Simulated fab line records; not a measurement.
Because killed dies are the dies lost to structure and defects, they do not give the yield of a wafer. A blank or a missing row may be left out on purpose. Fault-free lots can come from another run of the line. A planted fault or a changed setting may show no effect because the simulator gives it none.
A lot that was struck, set against a sound lot | flow sky130 | 35 steps out of a route of 708
Sound: wafers L287.1, L287.4, L287.5. Struck: wafer L283.4 (L283.3, L283.6, from the same lot, were not struck and are left out); the cause is given at the end.
Each step with rows lists, per side, the tool, then ch with its chambers, then its first start. Under that, the readings that differ: sound wafers | struck wafers | difference of the means | sigmas: that difference in standard deviations of wafers without a fault.
alike: words and numbers the same on both sides, and readings whose means are apart by under 2 such deviations; not compared: readings that were withheld, readings missing a value for some wafer, numbers with overlapping values and no deviation given by the record, and bounds like >300 which may hide the same value.
Wherever a step has rows on one side only, a row that says differs or no value, or a row with sigmas, the two part there. When numbers do not overlap yet have no deviation, they are printed without sigmas and do not part them. A reading missing from all wafers of one side parts the sides only when that side holds two or more wafers.

first, 6 steps without rows for these wafers: SKY_METAL5_HMDS_08 (prime time 60 s); SKY_METAL5_COAT_09 (resist thk 1800 nm); SKY_METAL5_SOFTBAKE_10 (time 60 s); SKY_METAL5_EXPOSE_11 (exposes mask MM5, target cd 1600 nm); SKY_METAL5_PEB_12; SKY_METAL5_DEVELOP_13 (develop time 60 s).
SKY_METAL5_DESCUM_14: chemistry O2, time 11 s.
  sound on rie_metal-03 ch 0,1, day 47 00:54; struck on rie_metal-03 ch 1, day 46 11:53
  alike: drypump_motor_current_A, oes_product_au
  not compared: rf_hours_counter_h
SKY_METAL5_METAL_ETCH_15: etches the open film in Cl2/BCl3, stops on SiO2, target depth 1260 nm, time 252 s.
  sound on rie_metal-03 ch 0,1, day 47 00:56; struck on rie_metal-03 ch 1, day 46 11:59
  reading               | sound             | struck | difference | sigmas
  oes_product_au (a.u.) | 0.899 0.897 0.891 | 0.884  | -0.012     | -2
  alike: drypump_motor_current_A, throttle_valve_pct
  not compared: rf_hours_counter_h
SKY_METAL5_STRIP_16: strips in O2/N2.
  sound on plasma_asher-03 ch 0,1, day 47 01:10; struck on plasma_asher-04 ch 0, day 46 12:11
  reading               | sound             | struck | difference | sigmas
  oes_product_au (a.u.) | 0.714 0.717 0.716 | 0.700  | -0.016     | -3
  alike: drypump_motor_current_A, o2_flow_sccm, strip_time_to_endpoint_s
  not compared: rf_hours_counter_h
then, 3 steps without rows for these wafers: SKY_METAL5_STRIP_17 (strips in post etch residue remover, time 1200 s); SKY_METAL5_CLEAN_18 (cleans in IPA, time 180 s); SKY_METAL5_CLEAN_19 (cleans in O3/DIW).
SKY_PASSIVATION_CVD_00: deposits SiO2, target thk 90 nm.
  sound on pecvd-03 ch 1,2, day 47 01:46; struck on pecvd-02 ch 0, day 46 12:44
  reading                                      | sound             | struck | difference | sigmas
  model.SiO2_of_PASSIVATION_CVD_00.thk_nm (nm) | 89.48 91.18 90.82 | 55.62  | -34.87     |
  alike: heater_power_w
SKY_PASSIVATION_THK_MEAS_01:
  sound: film_metro-01 at day 47 01:47; struck: film_metro-02 at day 46 12:47
  reading                     | sound          | struck | difference | sigmas
  PASSIVATION_CVD_00_THK (nm) | 89.5 91.2 90.8 | 55.6   | -34.9      | -35
then, 1 step without rows for these wafers: SKY_PASSIVATION_CVD_02 (deposits Si3N4, target thk 540 nm).
SKY_PASSIVATION_THK_MEAS_03:
  sound: film_metro-01 at day 47 02:04; struck: film_metro-01 at day 46 13:04
  alike: PASSIVATION_CVD_02_THK
then, 7 steps without rows for these wafers: SKY_PASSIVATION_DEHYDRATE_04 (time 60 s); SKY_PASSIVATION_HMDS_05 (prime time 60 s); SKY_PASSIVATION_COAT_06 (resist thk 3000 nm); SKY_PASSIVATION_SOFTBAKE_07; SKY_PASSIVATION_EXPOSE_08 (exposes mask NSM, target cd 3000 nm); SKY_PASSIVATION_PEB_09; SKY_PASSIVATION_DEVELOP_10 (develop time 60 s).
SKY_PASSIVATION_ETCH_11: etches the open film in CF4/O2, stops on AlCu, target depth 725 nm, time 161.1 s.
  sound on rie_diel-02 ch 0,2,3, day 47 21:34; struck on rie_diel-03 ch 3, day 47 08:15
  reading                                 | sound             | struck | difference | sigmas
  oes_product_au (a.u.)                   | 0.979 0.987 0.975 | 0.957  | -0.023     | -3
  model.etch.depth_nm (nm)                | 695 704.9 703.8   | 673.8  | -27.4      |
  model.PASSIVATION.feature_depth_nm (nm) | 695 704.9 703.8   | 673.8  | -27.4      |
  alike: drypump_motor_current_A, throttle_valve_pct
  not compared: rf_hours_counter_h
SKY_PASSIVATION_STRIP_12: strips in O2/N2.
  sound on plasma_asher-02 ch 0,1, day 47 21:40; struck on plasma_asher-02 ch 1, day 47 08:23
  alike: drypump_motor_current_A, o2_flow_sccm, oes_product_au, strip_time_to_endpoint_s
  not compared: rf_hours_counter_h
then, 7 steps without rows for these wafers: SKY_PAD_OPEN_DEHYDRATE_00 (time 60 s); SKY_PAD_OPEN_HMDS_01 (prime time 60 s); SKY_PAD_OPEN_COAT_02 (resist thk 3000 nm); SKY_PAD_OPEN_SOFTBAKE_03; SKY_PAD_OPEN_EXPOSE_04 (exposes mask PDM, target cd 60000 nm); SKY_PAD_OPEN_PEB_05; SKY_PAD_OPEN_DEVELOP_06 (develop time 60 s).
SKY_PAD_OPEN_ETCH_07: etches the open film in CF4/O2, stops on AlCu, target depth 725 nm, time 161.1 s.
  sound on rie_diel-04 ch 2,3, day 48 16:15; struck on rie_diel-04 ch 3, day 48 03:36
  reading                              | sound             | struck | difference | sigmas
  oes_product_au (a.u.)                | 0.976 0.981 0.980 | 0.957  | -0.022     | -3
  model.etch.depth_nm (nm)             | 695 704.9 703.8   | 673.8  | -27.4      |
  model.PAD_OPEN.feature_depth_nm (nm) | 695 704.9 703.8   | 673.8  | -27.4      |
  alike: drypump_motor_current_A, throttle_valve_pct
  not compared: rf_hours_counter_h
SKY_PAD_OPEN_STRIP_08: strips in O2/N2.
  sound on plasma_asher-04 ch 0,1, day 48 16:22; struck on plasma_asher-01 ch 1, day 48 03:44
  reading                     | sound       | struck | difference | sigmas
  drypump_motor_current_A (A) | 5.8 5.8 6.1 | 4.9    | -1.0       | -3
  alike: o2_flow_sccm, oes_product_au, strip_time_to_endpoint_s
  not compared: rf_hours_counter_h
SKY_PAD_OPEN_PROBE_99:
  sound: prober-02 at day 48 18:56; struck: prober-01 at day 48 06:34
  reading               | sound       | struck | difference | sigmas
  killed_at_other       | 0 0 0       | 1      | +1         | +2
  killed_short          | 41 36 33    | 53     | +16        | +3
  sort_bin_6_memory (%) | 5.5 4.9 5.3 | 7.9    | +2.7       | +2
  alike: defect_limited_yield, killed_at_M0_to_M3, killed_at_M4_up, killed_at_contacts, killed_at_front_end, killed_dies, killed_open, sort_bin_3_pad_short, sort_bin_5_function, sort_n_pass, sort_yield_pct

== WHERE THEY PART ==
At SKY_METAL5_METAL_ETCH_15 first; at SKY_PAD_OPEN_PROBE_99 last (within this record only).

WHY: whatever the simulator had introduced
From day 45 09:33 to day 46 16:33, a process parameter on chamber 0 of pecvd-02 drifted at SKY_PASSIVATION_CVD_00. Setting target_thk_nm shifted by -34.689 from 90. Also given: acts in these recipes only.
